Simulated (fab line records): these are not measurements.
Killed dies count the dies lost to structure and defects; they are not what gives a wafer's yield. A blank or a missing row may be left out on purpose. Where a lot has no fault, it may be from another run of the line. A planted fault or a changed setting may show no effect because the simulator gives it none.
fab line records -- flow sky130
record lots=6, wafers=16, last-day=50
route steps=708 shown POLY_GATE@217 PAD_OPEN@708
lots that met no fault: taken from a fault-free run of the same line
start-h: the number of hours between the record's first day and the start of the first shown wafer of the lot -- wait-h: hours since the lot's step before -- " repeats the value in the row above -- L1.1+2: one row covering several wafers at once -- - no value, or no start was given -- * or withheld: withheld -- < > ~ a bound
route shown NAME@n: a module of which the file shows steps, and the number in the route of the first -- usual: mean and standard deviation over wafers with no fault -- same: alike in all rows -- chamber/n: place in a boat -- sites: each site's reading -- _std_site: how widely they spread, as a standard deviation -- _edge_site: outer sites' mean less inner sites' -- radius-mm: how far each site lies from the wafer's centre -- mask NAME#n: copy n -- behind: tool/chamber where the wafer was last shaped -- hold: the reason the lot was held/the length of the hold in hours/how it ended -- device: which transistor (n, p or np) failed to switch -- end of line: tests of these same wafers at the route's end -- a step with no rows: only its recipe -- killed: not the wafer's yield, but the dies lost to structure and defects at the first sort -- map: a wafer's dies, x killed, . not, _ none there
set.NAME: the setting the step ran with; set.NAME@STEP: the setting that earlier step ran with -- model.NAME: the simulator's own value behind a step, which no gauge read
lots at some steps of the route; a table a step, a row a wafer
services: a tool's chamber out of use, with start hour (start-h, from the record's first day; less than 0 if before it), hours out, and reason
## steps
# step SKY_POLY_GATE_CVD_03
# recipe material=Si3N4, precursor=DCS/NH3, target-thk-nm=75, temp-c=770, time-s=1290, pressure-mtorr=250
# step SKY_POLY_GATE_THK_MEAS_04
# recipe reads=Si3N4_of_POLY_GATE_CVD_03
# usual POLY_GATE_CVD_03_THK=75.2/0.79
lot.wafer,tool,chamber,start-h,wait-h,POLY_GATE_CVD_03_THK[nm]
L829.2,film-metro-02,-,361.71,0.0,74.6
L829.4,film-metro-02,-,361.71,0.0,74.8
L829.5,film-metro-02,-,361.71,0.0,75.3
L838.4,film-metro-04,-,445.66,0.0,75.3
L838.5,film-metro-04,-,445.66,0.0,75.3
L841.1,film-metro-04,-,466.24,0.0,73.6
L841.5,film-metro-04,-,466.24,0.0,75.0
L847.1,film-metro-04,-,522.67,0.0,75.3
L847.2,film-metro-04,-,522.67,0.0,75.5
L847.6,film-metro-04,-,522.67,0.0,74.5
L848.1,film-metro-02,-,526.03,0.0,74.1
L848.3,film-metro-02,-,526.03,0.0,73.1
L848.5,film-metro-02,-,526.03,0.0,73.6
L849.2,film-metro-02,-,532.70,0.0,74.4
L849.4,film-metro-02,-,532.70,0.0,74.4
L849.5,film-metro-02,-,532.70,0.0,74.8
# step SKY_POLY_GATE_DEHYDRATE_05
# recipe temp-c=200, time-s=60
# step SKY_POLY_GATE_HMDS_06
# recipe prime-time-s=60, prime-temp-c=120
# step SKY_POLY_GATE_COAT_07
# recipe resist=BARC, temp-c=withheld, time-s=withheld, spin-rpm=3000, resist-thk-nm=110
# step SKY_POLY_GATE_COAT_08
# recipe resist=KrF-thick, spin-rpm=3000, resist-thk-nm=450
# step SKY_POLY_GATE_SOFTBAKE_09
# recipe temp-c=100, time-s=90, resist=KrF-thick
# step SKY_POLY_GATE_EXPOSE_10
# recipe mask-id=P1M, na=0.68, source-shape=conventional, sigma-outer=0.6, target-cd-nm=150, dose-mj=28
# step SKY_POLY_GATE_PEB_11
# recipe peb-temp-c=withheld, peb-time-s=withheld, resist=KrF-thick
# step SKY_POLY_GATE_DEVELOP_12
# recipe develop-time-s=60, resist=KrF-thick, dev-temp-c=21
# step SKY_POLY_GATE_CD_MEAS_13
# recipe target-cd-nm=150
# usual cd-nm=150.2/1.6
lot.wafer,tool,chamber,start-h,wait-h,cd-nm
L829.2,cd-sem-01,-,388.95,-,150.5
L829.4,cd-sem-01,-,388.95,-,149.9
L829.5,cd-sem-01,-,388.95,-,150.3
L838.4,cd-sem-01,-,476.49,-,153.5
L838.5,cd-sem-01,-,476.49,-,152.9
L841.1,cd-sem-02,-,496.67,-,149.8
L841.5,cd-sem-02,-,496.67,-,147.9
L847.1,cd-sem-02,-,553.21,-,148.5
L847.2,cd-sem-02,-,553.21,-,148.5
L847.6,cd-sem-02,-,553.21,-,148.2
L848.1,cd-sem-02,-,555.54,-,149.3
L848.3,cd-sem-02,-,555.54,-,149.2
L848.5,cd-sem-02,-,555.54,-,149.2
L849.2,cd-sem-01,-,562.73,-,151.5
L849.4,cd-sem-01,-,562.73,-,151.4
L849.5,cd-sem-01,-,562.73,-,152.5
# step SKY_POLY_GATE_OVL_MEAS_14
# usual POLY_GATE_OVL=5/6.5
lot.wafer,tool,chamber,start-h,wait-h,POLY_GATE_OVL[nm]
L829.2,overlay-01,-,389.06,0.1,-2
L829.4,overlay-01,-,389.06,0.1,3
L829.5,overlay-01,-,389.06,0.1,6
L838.4,overlay-01,-,476.57,0.1,14
L838.5,overlay-01,-,476.57,0.1,12
L841.1,overlay-02,-,496.80,0.1,9
L841.5,overlay-02,-,496.80,0.1,8
L847.1,overlay-02,-,553.33,0.1,14
L847.2,overlay-02,-,553.33,0.1,15
L847.6,overlay-02,-,553.33,0.1,10
L848.1,overlay-01,-,555.66,0.1,8
L848.3,overlay-01,-,555.66,0.1,12
L848.5,overlay-01,-,555.66,0.1,9
L849.2,overlay-01,-,562.84,0.1,5
L849.4,overlay-01,-,562.84,0.1,-2
L849.5,overlay-01,-,562.84,0.1,0
# step SKY_POLY_GATE_ETCH_15
# recipe chemistry=N2/H2, target=BARC, ion-energy-ev=200, source-w=500, bias-w=100, pressure-mtorr=30, n2-flow-sccm=100, h2-flow-sccm=200, stop-on=SiO2, time-s=118.5, target-depth-a=1100
# usual bias-w=100.02/0.28, drypump-motor-current-A=5.9/0.43, oes-product-au=0.716/0.0045, throttle-valve-pct=13.212/0.0097
lot.wafer,tool,chamber,start-h,wait-h,bias-w,drypump-motor-current-A,oes-product-au,rf-hours-counter-h,throttle-valve-pct,model.KrF-thick_of_POLY_GATE_COAT_08.thk-nm,model.POLY_GATE.cd-nm
L829.2,rie-diel-03,0,389.09,0.0,99.97,6.0,0.717,14,13.201,345.7,150.8
L829.4,rie-diel-03,1,389.09,0.0,99.91,5.5,0.713,23,13.198,340.8,152.5
L829.5,rie-diel-03,2,389.09,0.0,100.19,5.3,0.718,-,13.215,347.6,151.5
L838.4,rie-diel-04,0,476.63,0.1,99.57,5.7,0.718,-,13.213,360.2,155.7
L838.5,rie-diel-04,3,476.63,0.1,100.34,6.3,0.710,-,13.213,343.5,155.3
L841.1,rie-diel-04,3,496.84,0.0,100.48,6.3,0.715,3,13.225,359.1,156.9
L841.5,rie-diel-04,2,496.84,0.0,99.84,6.6,0.712,-,13.209,346.9,146.1
L847.1,rie-diel-04,1,553.37,0.0,99.65,6.2,0.727,44,13.225,343.3,152
L847.2,rie-diel-04,3,553.37,0.0,100.01,6.3,0.714,4,13.214,343.5,149.5
L847.6,rie-diel-04,3,553.37,0.0,100.17,6.3,0.723,-,13.217,344.6,148.8
L848.1,rie-diel-04,0,555.69,0.0,99.94,5.7,0.716,5,13.192,342.5,147.9
L848.3,rie-diel-04,3,555.69,0.0,100.04,6.3,0.717,4,13.190,343.3,152.2
L848.5,rie-diel-04,1,555.69,0.0,99.95,6.2,0.719,-,13.221,344.6,153.5
L849.2,rie-diel-02,3,562.87,0.0,99.69,5.7,0.718,59,13.215,344.1,147.6
L849.4,rie-diel-02,1,562.87,0.0,100.41,5.7,0.713,-,13.218,345.5,150
L849.5,rie-diel-02,0,562.87,0.0,100.27,5.1,0.710,-,13.200,346.5,153.2
# step SKY_POLY_GATE_ETCH_16
# recipe stop-on=poly-Si, chemistry=CH3F/O2, target=Si3N4, source-w=400, bias-w=80, pressure-mtorr=25, ch3f-flow-sccm=40, O2_flow_sccm=30, time-s=147.5, target-depth-a=750
# usual bias-w=79.97/0.26, ch3f-flow-sccm=40.01/0.13, drypump-motor-current-A=5.9/0.42, oes-product-au=0.641/0.0054, throttle-valve-pct=10.535/0.0089
lot.wafer,tool,chamber,start-h,wait-h,bias-w,ch3f-flow-sccm,drypump-motor-current-A,oes-product-au,rf-hours-counter-h,throttle-valve-pct,model.POLY_GATE.cd-nm
L829.2,rie-diel-03,0,389.17,0.0,80.07,39.93,6.0,0.646,14,10.537,150.5
L829.4,rie-diel-03,1,389.17,0.0,80.02,40.06,5.5,0.631,23,10.531,152.5
L829.5,rie-diel-03,2,389.17,0.0,79.90,40.08,5.3,0.643,-,10.542,151.8
L838.4,rie-diel-04,0,476.72,0.0,80.11,39.99,5.7,0.634,-,10.552,155.8
L838.5,rie-diel-04,3,476.72,0.0,79.91,39.85,6.3,0.655,-,10.517,155.3
L841.1,rie-diel-04,3,496.92,0.0,80.09,40.09,6.3,0.644,3,10.539,157
L841.5,rie-diel-04,2,496.92,0.0,80.12,40.00,6.6,0.641,-,10.521,146
L847.1,rie-diel-04,1,553.45,0.0,79.72,40.12,6.2,0.641,44,10.541,152.1
L847.2,rie-diel-04,3,553.45,0.0,79.79,39.92,6.3,0.648,4,10.535,149.4
L847.6,rie-diel-04,3,553.45,0.0,80.29,39.88,6.3,0.638,-,10.533,148.9
L848.1,rie-diel-04,0,555.77,0.0,79.67,39.97,5.7,0.640,5,10.536,148.1
L848.3,rie-diel-04,3,555.77,0.0,79.73,40.07,6.3,0.629,4,10.538,152.3
L848.5,rie-diel-04,1,555.77,0.0,79.87,40.05,6.2,0.626,-,10.544,153.6
L849.2,rie-diel-02,3,562.95,0.0,79.94,39.92,5.7,0.640,59,10.544,147.9
L849.4,rie-diel-02,1,562.95,0.0,79.95,39.88,5.7,0.635,-,10.528,150.3
L849.5,rie-diel-02,0,562.95,0.0,80.32,40.20,5.1,0.641,-,10.526,153.2
# step SKY_POLY_GATE_ETCH_17
# recipe target-depth-nm=180, stop-on=SiO2, over-etch-frac=0.56667, chemistry=HBr/Cl2, target=poly-Si, icp-w=400, bias-w=100, pressure-mtorr=10, HBr_flow_sccm=150, Cl2_flow_sccm=50, time-s=70.5
# usual bias-w=100.0/0.32, drypump-motor-current-A=5.6/0.41, he-backside-leak-sccm=2.58/0.29, mfc-cl2-sccm=50.02/0.14, oes-product-au=0.985/0.0074, throttle-valve-pct=33.683/0.0088
lot.wafer,tool,chamber,start-h,wait-h,bias-w,drypump-motor-current-A,he-backside-leak-sccm,mfc-cl2-sccm,oes-product-au,rf-hours-counter-h,throttle-valve-pct,model.KrF-thick_of_POLY_GATE_COAT_08.thk-nm
L829.2,rie-si-02,3,389.27,0.0,100.1,5.1,2.49,50.02,0.982,3,33.679,140.9
L829.4,rie-si-02,0,389.27,0.0,100.3,5.5,2.53,50.20,0.984,1,33.672,132.6
L829.5,rie-si-02,1,389.27,0.0,100.0,5.2,2.33,49.99,0.990,-,33.680,146.3
L838.4,rie-si-02,3,476.77,0.0,100.6,5.1,2.50,49.87,0.998,3,33.688,151.1
L838.5,rie-si-02,2,476.77,0.0,99.9,5.6,2.24,49.84,0.984,-,33.689,136.6
L841.1,rie-si-01,2,497.02,0.0,99.9,5.8,2.59,50.28,0.977,7,33.675,152.2
L841.5,rie-si-01,1,497.02,0.0,99.8,6.1,2.89,50.16,0.983,-,33.674,148.5
L847.1,rie-si-01,2,553.55,0.0,99.5,5.7,2.72,50.11,0.986,7,33.700,137.8
L847.2,rie-si-01,0,553.55,0.0,99.9,5.2,2.48,49.83,0.998,2,33.681,134
L847.6,rie-si-01,0,553.55,0.0,99.9,5.2,2.59,50.31,0.991,-,33.671,136.4
L848.1,rie-si-02,3,555.87,0.0,100.6,5.1,2.56,50.04,0.990,3,33.675,134.6
L848.3,rie-si-02,2,555.87,0.0,99.8,5.6,2.42,49.81,0.988,18,33.673,134.8
L848.5,rie-si-02,1,555.87,0.0,99.7,5.2,2.44,50.24,0.987,-,33.673,139.8
L849.2,rie-si-01,2,563.05,0.0,99.9,5.8,2.66,49.93,0.980,7,33.679,138.9
L849.4,rie-si-01,3,563.05,0.0,100.3,6.3,2.37,50.04,0.984,3,33.676,144.2
L849.5,rie-si-01,1,563.05,0.0,100.4,6.1,3.04,49.99,0.963,-,33.695,147.1
# step SKY_POLY_GATE_STRIP_18
# recipe chemistry=O2/N2, power-w=1400, pressure-mtorr=1500, platen-temp-c=withheld, o2-flow-sccm=3000, n2-flow-sccm=300, overash-fraction=0.5
# usual drypump-motor-current-A=5.5/0.41, oes-product-au=0.360/0.005, strip-time-to-endpoint-s=3.16/0.052
# same overash-fraction=0.5
lot.wafer,tool,chamber,start-h,wait-h,drypump-motor-current-A,oes-product-au,rf-hours-counter-h,strip-time-to-endpoint-s
L829.2,plasma-asher-03,1,389.32,0.0,5.3,0.370,56,3.16
L829.4,plasma-asher-03,1,389.32,0.0,5.4,0.363,-,3.08
L829.5,plasma-asher-03,1,389.32,0.0,5.3,0.369,-,3.24
L838.4,plasma-asher-04,0,476.86,0.1,5.3,0.368,-,3.28
L838.5,plasma-asher-04,0,476.86,0.1,5.3,0.356,-,3.11
L841.1,plasma-asher-04,0,497.08,0.0,5.3,0.359,81,3.29
L841.5,plasma-asher-04,0,497.08,0.0,5.3,0.364,-,3.26
L847.1,plasma-asher-03,0,553.61,0.0,6.5,0.363,73,3.15
L847.2,plasma-asher-03,1,553.61,0.0,5.3,0.358,73,3.12
L847.6,plasma-asher-03,0,553.61,0.0,6.5,0.355,-,3.11
L848.1,plasma-asher-04,1,555.93,0.0,5.3,0.354,87,3.10
L848.3,plasma-asher-04,1,555.93,0.0,5.3,0.355,-,3.09
L848.5,plasma-asher-04,0,555.93,0.0,5.3,0.363,-,3.16
L849.2,plasma-asher-04,0,563.11,0.0,5.3,0.360,87,3.15
L849.4,plasma-asher-04,1,563.11,0.0,5.3,0.363,-,3.22
L849.5,plasma-asher-04,1,563.11,0.0,5.3,0.371,-,3.26
# step SKY_PAD_OPEN_PROBE_99
# usual killed_at_M0_to_M3=42/6.1, killed_at_M4_up=3.4/2, killed-at-contacts=23/4.8, killed-at-front-end=15/3.8, killed-at-other=0.3/0.48, killed-dies=84/8.5, killed-open=46/6.8, killed-short=38/6.2
# same gross-dies=492, killed-at-back-side=0
lot.wafer,tool,chamber,start-h,wait-h,killed_at_M0_to_M3,killed_at_M4_up,killed-at-contacts,killed-at-front-end,killed-at-other,killed-dies,killed-open,killed-short
L841.1,prober-02,-,1162.62,0.1,42,2,29,19,0,92,51,41
L841.5,prober-02,-,1162.82,0.2,39,3,24,9,0,75,39,36
L849.2,prober-01,-,1198.08,0.1,41,1,20,21,0,83,45,38
L849.4,prober-01,-,1198.18,0.2,45,2,25,15,1,88,43,44
L849.5,prober-01,-,1198.23,0.2,39,2,25,19,0,85,42,42
# killed by level:class
L841.1 CONTACT:geometric-particle:open=13 VIA1:geometric-particle:open=9 CONTACT:geometric-particle:short=7 METAL1:geometric-particle:short=7 FIELD_ISO:geometric-particle:short=6 VIA2:geometric-particle:open=6 VIA3:geometric-particle:open=6 FIELD_ISO:geometric-particle:open=5
L841.5 CONTACT:geometric-particle:open=9 VIA1:geometric-particle:open=8 LI_CONTACT:geometric-particle:open=6 METAL1:geometric-particle:short=6 METAL3:geometric-particle:short=5 VIA3:geometric-particle:open=5 POLY_GATE:geometric-particle:open=3 LI_CONTACT:geometric-particle:short=3
L849.2 VIA1:geometric-particle:open=9 FIELD_ISO:geometric-particle:short=8 METAL2:geometric-particle:short=7 VIA2:geometric-particle:open=7 FIELD_ISO:geometric-particle:open=6 CONTACT:geometric-particle:open=6 LI_CONTACT:geometric-particle:open=5 VIA3:geometric-particle:open=5
L849.4 VIA3:geometric-particle:open=9 CONTACT:geometric-particle:open=8 LOCAL_INTERCONNECT:geometric-particle:short=7 VIA1:geometric-particle:open=6 VIA2:geometric-particle:short=6 VIA2:geometric-particle:open=6 LI_CONTACT:geometric-particle:open=5 FIELD_ISO:geometric-particle:open=4
L849.5 CONTACT:geometric-particle:open=10 METAL1:geometric-particle:short=9 VIA3:geometric-particle:open=7 CONTACT:geometric-particle:short=6 VIA2:geometric-particle:open=6 VIA1:geometric-particle:open=6 LI_CONTACT:geometric-particle:open=5 FIELD_ISO:geometric-particle:short=4
## services
tool,chamber,start-h,hours,kind
rie-diel-02,-,375.59,2.8,pm
plasma-asher-03,-,376.58,2.9,repair
rie-si-02,-,417.24,2.2,repair
rie-diel-04,0,428.19,9.3,repair
rie-diel-02,-,448.07,0.9,repair
rie-diel-02,-,452.63,0.9,repair
rie-si-02,3,464.78,5.9,repair
rie-diel-03,-,476.01,0.7,repair
rie-diel-04,1,476.51,5.4,repair
rie-diel-02,1,502.85,-,clean
rie-diel-02,1,502.85,20.3,scheduled-down
rie-diel-02,1,502.85,20.3,vent-cycle
rie-diel-03,3,532.96,3.1,repair
rie-diel-03,-,550.68,0.2,repair
rie-diel-04,1,557.94,4.3,repair
rie-diel-02,2,561.84,-,clean
rie-diel-02,2,561.84,32.6,scheduled-down
rie-diel-02,2,561.84,32.6,vent-cycle
## key
first-sign none at tools or gauges
model-effect step=SKY_POLY_GATE_ETCH_15, value=KrF-thick_of_POLY_GATE_COAT_08.thk-nm, without=342.2, struck=359.6
model-effect step=SKY_POLY_GATE_ETCH_16, value=POLY_GATE.cd-nm, without=152.2, struck=156.4
model-effect step=SKY_POLY_GATE_ETCH_17, value=KrF-thick_of_POLY_GATE_COAT_08.thk-nm, without=134.2, struck=151.7
met-at SKY_POLY_GATE_ETCH_15
struck-wafers L838.4,L841.1
tester-left-out L838,L841
fault kind=process-parameter-drift, tool=rie-diel-04, chamber=-, onset-h=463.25, steps=SKY_POLY_GATE_ETCH_15, channel=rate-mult, offset=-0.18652, shape=step, end-h=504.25, scope=struck-wafers-only
# tester-left-out: of these lots the tester's yield and bins aren't shown, on N5 and GAA mostly nor the transistor test; their killed dies are dies lost to structure and defects alone, not to doping, threshold or leakage, so they don't give the yield
